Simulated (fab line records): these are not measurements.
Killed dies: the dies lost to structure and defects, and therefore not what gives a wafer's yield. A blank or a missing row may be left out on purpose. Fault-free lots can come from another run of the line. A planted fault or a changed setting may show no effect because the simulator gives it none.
Chamber matching	flow gf180mcu	GF_PASSIVATION_CVD_00 on pecvd-01: 3 sister chambers
The step deposits SiO2 from TEOS, target thk 1000 nm, time 111.95 s. 20 wafers are shown with their chamber, then 10 later ones without.

WAFERS, EACH WITH ITS CHAMBER
wafer	chamber	heaterPowerW (W)
L074.2	1	638
L074.5	0	681
L074.6	1	677
L078.1	0	690
L078.2	2	719
L078.3	1	675
L079.1	0	655
L079.2	2	665
L079.3	1	641
L081.2	2	657
L081.3	0	640
L081.4	2	686
L084.1	1	670
L084.2	2	716
L084.3	0	626
L085.3	0	593
L085.4	2	565
L085.6	1	660
L091.1	0	685
L091.3	2	694

SIGNATURES (averages over the wafers above)
reading	chamber 0	chamber 1	chamber 2	scatter within a chamber
heaterPowerW	652.86	660.17	671.71	38.9
Rule: for a wafer and a chamber, the distance is found by dividing, reading by reading, the gap between the wafer's reading and the chamber's mean by the reading's scatter, squaring, summing and taking the root. If the next closest chamber is less than 2 further off than the closest, the wafer can't be placed; otherwise it belongs to the closest. The scatter: the root of (the sum of the squares of (reading less its chamber's mean) over the shown wafers, divided by (wafers less chambers)).

WAFERS WHOSE CHAMBER IS MISSING
wafer	heaterPowerW (W)
L091.6	565
L092.3	637
L092.5	652
L092.6	679
L094.1	638
L094.3	608
L094.4	685
L097.3	653
L097.5	557
L097.6	704

EACH ONE'S CHAMBER
wafer	from the rows above	in truth
L091.6	can't be placed: 0 or 1 or 2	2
L092.3	can't be placed: 0 or 1 or 2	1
L092.5	can't be placed: 0 or 1 or 2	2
L092.6	can't be placed: 2 or 1 or 0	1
L094.1	can't be placed: 0 or 1 or 2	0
L094.3	can't be placed: 0 or 1 or 2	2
L094.4	can't be placed: 2 or 1 or 0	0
L097.3	can't be placed: 0 or 1 or 2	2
L097.5	can't be placed: 0 or 1 or 2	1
L097.6	can't be placed: 2 or 1 or 0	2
Correctly placed: 0 of 10. Unplaceable from these rows: 10, with the true chamber sitting among the candidates in 10. Wrongly placed: 0.
